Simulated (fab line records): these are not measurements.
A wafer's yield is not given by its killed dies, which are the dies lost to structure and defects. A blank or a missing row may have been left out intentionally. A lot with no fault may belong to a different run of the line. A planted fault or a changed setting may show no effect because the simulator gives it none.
Split-lot study | flow sky130 | 5 lots, 23 wafers read, on a route of 708 steps

ABOUT THE SPLIT
At SKY_SD_N_IMPLANT_09, the setting energy-kev was moved away from the recipe's 50 on 7 of the 23 wafers read, by -3.6% to +4.7%. The other wafers ran this setting at the recipe's value.

FROM THE SPLIT TO THE READING: what the file shows between them, 4 steps
- SKY_SD_N_IMPLANT_10
- SKY_SD_N_STRIP_11: strips in O2/N2
- SKY_SD_N_CLEAN_13: cleans in SC1/SC2, time 150 s
- SKY_SD_N_RTA_14: time 2 s

THE READING
Measured at SKY_SD_N_RS_MEAS_16 by four-point probe: SD_N_RS, in ohm/sq. On this fab line, fault-free wafers typically give 68.62 ohm/sq with a standard deviation of 0.13 ohm/sq.

wafer  | tool, chamber at the split | energy-kev as run | against the recipe | SD_N_RS, ohm/sq | against lot-mates on the recipe
L078.2 | implanter-03, 0            | 50                | recipe             | 68.59           | -
L078.4 | implanter-03, 0            | 50                | recipe             | 68.36           | -
L078.6 | implanter-03, 0            | 50                | recipe             | 68.50           | -
L079.1 | implanter-04, 0            | 50                | recipe             | 68.65           | -
L079.2 | implanter-04, 0            | 48.2              | -3.6%              | 69.74           | +1.26
L079.3 | implanter-04, 0            | 50                | recipe             | 68.40           | -
L079.5 | implanter-04, 0            | 50                | recipe             | 68.38           | -
L079.6 | implanter-04, 0            | 48.2              | -3.6%              | 69.73           | +1.25
L081.1 | implanter-03, 0            | 50.87             | +1.7%              | 67.97           | -0.47
L081.2 | implanter-03, 0            | 50.87             | +1.7%              | 67.95           | -0.49
L081.3 | implanter-03, 0            | 50                | recipe             | 68.38           | -
L081.5 | implanter-03, 0            | 50                | recipe             | 68.50           | -
L081.6 | implanter-03, 0            | 50.87             | +1.7%              | 67.81           | -0.63
L082.1 | implanter-03, 0            | 50                | recipe             | 68.60           | -
L082.3 | implanter-03, 0            | 50                | recipe             | 68.65           | -
L082.4 | implanter-03, 0            | 50                | recipe             | 68.58           | -
L082.5 | implanter-03, 0            | 52.37             | +4.7%              | 67.01           | -1.60
L082.6 | implanter-03, 0            | 52.37             | +4.7%              | 66.96           | -1.65
L084.1 | implanter-04, 0            | 50                | recipe             | 68.51           | -
L084.2 | implanter-04, 0            | 50                | recipe             | 68.61           | -
L084.3 | implanter-04, 0            | 50                | recipe             | 68.65           | -
L084.5 | implanter-04, 0            | 50                | recipe             | 68.58           | -
L084.6 | implanter-04, 0            | 50                | recipe             | 68.77           | -

THE FIT
A straight line over all 23 wafers: SD_N_RS changes by -0.333 ohm/sq for each +1% of energy-kev; r = -0.99; the points scatter about the line by 0.11 ohm/sq.
The same after taking each lot's own level away (the mean of its wafers on the recipe; 23 wafers): -0.342 ohm/sq for each +1%; r = -0.99; scatter 0.084 ohm/sq.
Per that fit: largest energy-kev move, reading shift of 1.6 ohm/sq.
Across the lots, their own levels run from 68.440 to 68.624 ohm/sq, a range of 1.4 times the standard deviation given above.
So the lot-to-lot level changes the slope little: the two slopes agree.
Check: with one of the wafers moved furthest among these (+4.7%) left out of the fit, the line predicts -1.61 ohm/sq for it against its lot-mates. It came out at -1.6 ohm/sq against them.

OTHER SPLITS APPLIED TO THESE WAFERS
Note: prior to the reading, these wafers also went through further splits. Each is held against what the fit with the lots' levels taken away leaves over:
other split on the same wafers    | wafers away from the commonest value | r with SD_N_RS (lot level and that fit taken away)
SKY_LDD_HVP_IMPLANT_08 energy-kev | 8                                    | +0.14
SKY_POLY_CUT_ETCH_10 time-s       | 9                                    | -0.17

THE WHOLE CHAIN: every reading that the file lists as answering this split, in the file's order
step                | what it does                 | reading                                                         | change (the file's fit)               | r (the file's)
SKY_SD_N_IMPLANT_09 |                              | implant.rp-nm (the simulator's own value, which no gauge read)  | +0.261 nm for each +1% of the setting | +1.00
SKY_SD_N_IMPLANT_09 |                              | implant.drp-nm (the simulator's own value, which no gauge read) | +0.106 nm for each +1% of the setting | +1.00
SKY_SD_N_STRIP_11   | strips in O2/N2              | strip-time-to-endpoint-s                                        | withheld for each +1% of the setting  | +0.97
SKY_SD_N_RS_MEAS_16 | measures by four-point-probe | SD_N_RS                                                         | -0.342 for each +1% of the setting    | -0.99

THE FILE'S OWN FIT
SD_N_RS changes by -0.342 ohm/sq for each +1% of energy-kev, r = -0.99.
